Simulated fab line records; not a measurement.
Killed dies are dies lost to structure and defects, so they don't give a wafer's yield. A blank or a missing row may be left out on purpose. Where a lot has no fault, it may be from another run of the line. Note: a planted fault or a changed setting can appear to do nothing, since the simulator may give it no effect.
A struck lot beside a sound one || flow gf180mcu || 39 steps out of a route of 602
Sound: wafers L748.2, L748.5, L748.6. Struck: wafer L757.2 (left out: L757.1, L757.6 of the same lot, which were not struck); the cause appears at the end.
At each step with rows: each side's tool, then ch and its chambers, then its first start. Under that, the readings that differ: sound wafers || struck wafers || difference of the means || sigmas: that difference in standard deviations of wafers without a fault.
alike: a reading whose means differ by less than 2 such deviations, as well as words and numbers matching on both sides. not compared: withheld readings; readings where some wafer has no value; bounds like >300 that might hide an equal value; numbers whose values overlap and for which the record gives no deviation.
Wherever a step has rows on one side only, a row that says differs or no value, or a row with sigmas, the two part there. Non-overlapping numbers with no deviation appear without sigmas and do not part them. A reading that every wafer of one side lacks parts them only if that side has two wafers or more.

first, 4 steps without rows for these wafers: GF_M2_SOFTBAKE_10 (time 60 s); GF_M2_EXPOSE_11 (exposes mask Metal2, target cd 280 nm); GF_M2_PEB_12 (peb time 90 s); GF_M2_DEVELOP_13 (develop time 60 s).
GF_M2_CD_MEAS_14: the cd target is 280 nm.
  sound on cd-sem-02 at day 21 13:59; struck on cd-sem-02 at day 24 12:55
  alike: cd-nm
GF_M2_OVL_MEAS_15:
  sound on overlay-02 at day 21 14:05; struck on overlay-02 at day 24 13:02
  alike: M2_OVL
GF_M2_METAL_ETCH_16: etches the open film in Cl2/BCl3, stops on SiO2, target depth 750.8 nm, time 125.1 s.
  sound on rie-metal-03 ch 0,1, day 21 14:07; struck on rie-metal-01 ch 1, day 24 13:04
  alike: bias-w, drypump-motor-current-A, oes-product-au, throttle-valve-pct
  not compared: rf-hours-counter-h
then, 4 steps without rows for these wafers: GF_M2_STRIP_17 (strips in O2/N2); GF_M2_STRIP_18 (strips in post etch residue remover, time 1200 s); GF_M2_CLEAN_19 (cleans in DIW); GF_V2_CVD_00 (deposits SiO2, target thk 600 nm, time 100 s).
GF_V2_THK_MEAS_01:
  sound on film-metro-03 at day 21 15:16; struck on film-metro-02 at day 24 13:48
  alike: V2_CVD_00_THK
GF_V2_CVD_02: deposits SiO2 from TEOS, target thk 850 nm, time 94.851 s.
  sound on pecvd-03 ch 0,1,2, day 21 15:19; struck on pecvd-03 ch 2, day 24 13:52
{"reading": "model.SiO2_of_V2_CVD_02.thk-nm (nm)", "sound": "848.5 868.8 860.2", "struck": 305.9, "difference": -553.3, "sigmas": ""}
  alike: heater-power-outer-w, heater-power-w, susceptor-temp-C
GF_V2_THK_MEAS_03:
  sound on film-metro-02 at day 21 15:23; struck on film-metro-04 at day 24 13:56
{"reading": "V2_CVD_02_THK (nm)", "sound": "848 869 860", "struck": 306, "difference": -553, "sigmas": -43}
GF_V2_CMP_04: polishes SiO2.
  sound on cmp-02 ch 0,1,3, day 21 15:35; struck on cmp-01 ch 2, day 24 13:59
  alike: motor-current-A
  not compared: time-to-endpoint-s
GF_V2_BOW_MEAS_05:
  sound on film-metro-04 at day 21 15:46; struck on film-metro-02 at day 24 14:17
  alike: V2_BOW
then, 8 steps without rows for these wafers: GF_V2_DEHYDRATE_06 (time 60 s); GF_V2_HMDS_07 (prime time 60 s); GF_V2_COAT_08; GF_V2_COAT_09 (resist thk 1000 nm); GF_V2_SOFTBAKE_10 (time 60 s); GF_V2_EXPOSE_11 (exposes mask Via2, target cd 260 nm); GF_V2_PEB_12 (peb time 90 s); GF_V2_DEVELOP_13 (develop time 60 s).
GF_V2_CD_MEAS_14: the cd target is 260 nm.
  sound on cd-sem-02 at day 22 15:33; struck on cd-sem-02 at day 25 11:38
  alike: cd-nm
GF_V2_OVL_MEAS_15:
  sound on overlay-02 at day 22 15:40; struck on overlay-01 at day 25 11:45
  alike: V2_OVL
then, 1 step without rows for these wafers: GF_V2_ETCH_16 (etches BARC in N2/H2).
GF_V2_ETCH_17: etches SiO2 in C4F8/O2/Ar, stops on TiN, target depth 630 nm.
  sound: rie-diel-03 ch 0,1,2; struck: rie-diel-01 ch 2
{"reading": "oes-product-au (a.u.)", "sound": "0.853 0.854 0.855", "struck": 0.608, "difference": -0.246, "sigmas": -56}
{"reading": "model.etch.depth-nm (nm)", "sound": "632.4 632.7 634.8", "struck": 305.9, "difference": -327.4, "sigmas": ""}
{"reading": "model.V2.feature-depth-nm (nm)", "sound": "632.4 632.7 634.8", "struck": 305.9, "difference": -327.4, "sigmas": ""}
  alike: bias-w
then, 4 steps without rows for these wafers: GF_V2_STRIP_18 (strips in O2/N2); GF_V2_STRIP_19 (strips in post etch residue remover, time 1200 s); GF_V2_CLEAN_20 (cleans in DIW); GF_V2_SPUTTER_21 (material Ti, target thk 15 nm, time 80.02 s).
GF_V2_SPUTTER_22: material TiN, target thk 10 nm, time 40 s.
  sound on pvd-sputter-01 at day 22 16:25; struck on pvd-sputter-03 at day 25 12:31
  alike: throttle-valve-pct
GF_V2_CVD_23: deposits W, target thk 350 nm, time 104.94 s.
  sound on cvd-w-02 ch 0,1, day 22 16:28; struck on cvd-w-02 ch 0, day 25 12:33
  alike: heater-power-outer-w, heater-power-w, susceptor-temp-C
GF_V2_RS_MEAS_24: a four-point-probe measurement.
  sound on film-metro-02 at day 22 16:35; struck on film-metro-02 at day 25 12:40
  alike: V2_W_RS
GF_V2_THK_MEAS_25: measures by xrf.
  sound on film-metro-02 at day 22 16:42; struck on film-metro-02 at day 25 12:47
  alike: V2_W_THK
GF_V2_CMP_26: polishes, stops on SiO2, t overpolish 15 s, target thk 0 nm.
  sound on cmp-02 ch 1,2,3, day 22 16:54; struck on cmp-02 ch 3, day 25 12:53
{"reading": "model.SiO2_of_V2_CVD_02.thk-nm (nm)", "sound": "628.6 628.9 631", "struck": 302.1, "difference": -327.4, "sigmas": ""}
  alike: motor-current-A, overpolish-run-s, time-to-endpoint-s
GF_M3_SPUTTER_00: material Ti, target thk 37.5 nm, time 150 s.
  sound on pvd-sputter-02 at day 22 17:03; struck on pvd-sputter-02 at day 25 13:08
  alike: throttle-valve-pct
-- the record jumps here: 8 days lie between the struck wafers' starts before and after (it left off in module M3 and takes up again in module PASSIVATION, whose first step shown is number 602 of the route) --
GF_PASSIVATION_PROBE_99:
  sound on prober-02 at day 30 22:25; struck on prober-01 at day 33 03:29
{"reading": "model.etest.met3-comb.leak-log10-a-um", "sound": "-11.97 -11.78 -12.01", "struck": -7.127, "difference": "+4.793", "sigmas": ""}
{"reading": "model.etest.via2-chain.rc-ohm", "sound": "6.308 6.191 6.635", "struck": 5.651, "difference": -0.727, "sigmas": ""}

== WHERE THEY PART ==
At GF_V2_THK_MEAS_03 first; at GF_V2_ETCH_17 last (within this record only). Later steps at which nothing parts them and some readings are alike: GF_V2_SPUTTER_22, GF_V2_CVD_23, GF_V2_RS_MEAS_24, GF_V2_THK_MEAS_25, GF_V2_CMP_26, GF_M3_SPUTTER_00.

WHY: the cause the simulator had injected
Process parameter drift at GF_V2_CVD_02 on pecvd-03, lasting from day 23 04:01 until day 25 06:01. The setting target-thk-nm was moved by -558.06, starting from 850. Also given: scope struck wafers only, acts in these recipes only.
